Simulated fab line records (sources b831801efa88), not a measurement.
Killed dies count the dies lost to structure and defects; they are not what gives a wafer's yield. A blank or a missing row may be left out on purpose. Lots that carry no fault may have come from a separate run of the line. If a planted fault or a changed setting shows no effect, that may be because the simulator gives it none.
Struck lot and sound lot, side by side | flow sky130 | 15 out of 708 route steps
Sound: these wafers, L388.1, L388.2, L388.5. The struck wafers were L397.2, L397.4, L397.6. The cause comes at the end.
Per side, at each step with rows, come the tool, then ch with its chambers, and then its first start. Under that, the readings that differ: sound wafers | struck wafers | difference of the means | sigmas: that difference in standard deviations of wafers without a fault.
alike: readings with means less than 2 such deviations apart, plus words and numbers identical on both sides. not compared: withheld readings, readings lacking a value on some wafer, bounds such as >300 that could conceal the same value, and numbers that have no deviation in the record and whose values overlap.
The two part at a step that has a row with sigmas, a row that says differs or no value, or rows on one side only. When numbers do not overlap yet have no deviation, they are printed without sigmas and do not part them. Lack of a reading on every wafer of one side parts them only where that side has two or more wafers.

SKY_VIA2_BOW_MEAS_03:
  struck on film metro-02, day 41 11:47; sound on film metro-04, day 38 09:14
  alike: VIA2_BOW
then, 8 steps without rows for these wafers: SKY_VIA2_DEHYDRATE_04 (time 60 s); SKY_VIA2_HMDS_05 (prime time 60 s); SKY_VIA2_COAT_06 (resist thk 60 nm); SKY_VIA2_COAT_07 (resist thk 450 nm); SKY_VIA2_SOFTBAKE_08 (time 90 s); SKY_VIA2_EXPOSE_09 (exposes mask VIM2, target cd 200 nm); SKY_VIA2_PEB_10; SKY_VIA2_DEVELOP_11 (develop time 60 s).
SKY_VIA2_CD_MEAS_12: the cd target is 200 nm.
  struck on cd sem-01, day 42 11:07; sound on cd sem-01, day 39 10:14
  reading    | sound             | struck            | difference | sigmas
  cd nm (nm) | 198.5 198.6 198.9 | 200.9 203.3 202.4 | +3.5       | +3
SKY_VIA2_OVL_MEAS_13:
  struck on overlay-02, day 42 11:13; sound on overlay-02, day 39 10:21
  alike: VIA2_OVL
SKY_VIA2_ETCH_14: etches BARC in N2/H2, stops on SiO2, time 45.9 s, target depth 60 nm.
  sound on rie diel-04 ch 1,3, day 39 10:23; struck on rie diel-04 ch 0,2,3, day 42 11:15
  alike: bias w, chamber pressure mTorr, drypump motor current A, oes product au, rf fwd power W, throttle valve pct
  not compared: rf hours counter h
SKY_VIA2_ETCH_15: etches SiO2 in C4F8/O2/Ar, stops on TiN, target depth 546 nm, time 84 s.
  sound on rie diel-04 ch 1,3, day 39 10:26; struck on rie diel-04 ch 0,2,3, day 42 11:17
  no value came back on the struck wafers for bias w (W), chamber pressure mTorr (mTorr), oes product au (a.u.), rf fwd power W (W); on the sound wafers bias w (W) reads 1198 1200 1203
  reading                                     | sound             | struck            | difference | sigmas
  model.KrF-thick_of_VIA2_COAT_07.thk nm (nm) | 281.1 282.1 280.4 | 393.5 391.5 391.3 | +110.9     |
  not compared: rf hours counter h
SKY_VIA2_STRIP_16: strips in O2/N2.
  sound on plasma asher-02 ch 0,1, day 39 10:29; struck on plasma asher-04 ch 0,1, day 42 11:21
  reading                      | sound             | struck            | difference | sigmas
  oes product au (a.u.)        | 0.400 0.397 0.408 | 0.450 0.448 0.447 | +0.047     | +10
  strip time to endpoint s (s) | 4.029 4.022 4.012 | 5.215 5.202 5.173 | +1.176     | +42
  alike: drypump motor current A
  not compared: rf hours counter h
then, 1 step without rows for these wafers: SKY_VIA2_STRIP_17 (strips in post etch residue remover, time 1200 s).

## WHERE THEY PART
Last at SKY_VIA2_STRIP_16 as far as this record goes, first at SKY_VIA2_CD_MEAS_12.

WHY: what had been put in by the simulator
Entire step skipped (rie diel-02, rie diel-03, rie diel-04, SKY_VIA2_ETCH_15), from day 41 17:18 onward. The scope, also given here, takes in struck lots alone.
